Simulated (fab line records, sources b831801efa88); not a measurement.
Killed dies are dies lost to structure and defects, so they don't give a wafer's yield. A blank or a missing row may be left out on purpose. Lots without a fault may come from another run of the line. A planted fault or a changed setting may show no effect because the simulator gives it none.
Chamber matching | flow sky130 | SKY_LI_CONTACT_ETCH_14 on rie_diel-01: 4 sister chambers
The step etches BARC in N2/H2, stops on SiO2, time 45.9 s, target depth 60 nm. 8 wafers are shown with their chamber, then 7 later ones without.

WAFERS WITH THEIR CHAMBER
wafer  | chamber | drypump_motor_current_A (A) | oes_product_au (a.u.)
L706.2 | 1       | 5.7                         | 0.850
L709.3 | 2       | 6.6                         | 0.850
L709.6 | 0       | 6.5                         | 0.859
L713.1 | 3       | 5.4                         | 0.848
L713.4 | 2       | 6.6                         | 0.863
L713.5 | 3       | 5.4                         | 0.852
L715.1 | 0       | 6.4                         | 0.852
L715.3 | 1       | 5.7                         | 0.856

WAFERS WITHOUT THEIR CHAMBER
wafer  | drypump_motor_current_A (A) | oes_product_au (a.u.)
L715.6 | 6.4                         | 0.862
L721.1 | 5.4                         | 0.853
L721.4 | 5.4                         | 0.855
L721.6 | 6.6                         | 0.857
L725.1 | 5.7                         | 0.856
L725.3 | 6.4                         | 0.861
L725.5 | 5.7                         | 0.856

WHICH CHAMBER EACH WENT THROUGH
wafer  | from the rows above | in truth
L715.6 | 0                   | 0
L721.1 | 3                   | 3
L721.4 | 3                   | 3
L721.6 | 2                   | 2
L725.1 | 1                   | 1
L725.3 | 0                   | 0
L725.5 | 1                   | 1
Placed correctly: 7 of 7. Can't be placed from these rows: 0. Placed wrongly: 0.
How it was worked out, from the rows above alone: a wafer's distance from a chamber is the root of the sum, over the readings, of the square of ((its reading less the chamber's mean) divided by the reading's scatter). The wafer belongs to the nearest chamber; if the next one is less than 2 further off, it can't be placed. A chamber's mean is the mean of its shown wafers. The scatter: the root of (the sum of the squares of (reading less its chamber's mean) over the shown wafers, divided by (wafers less chambers)).
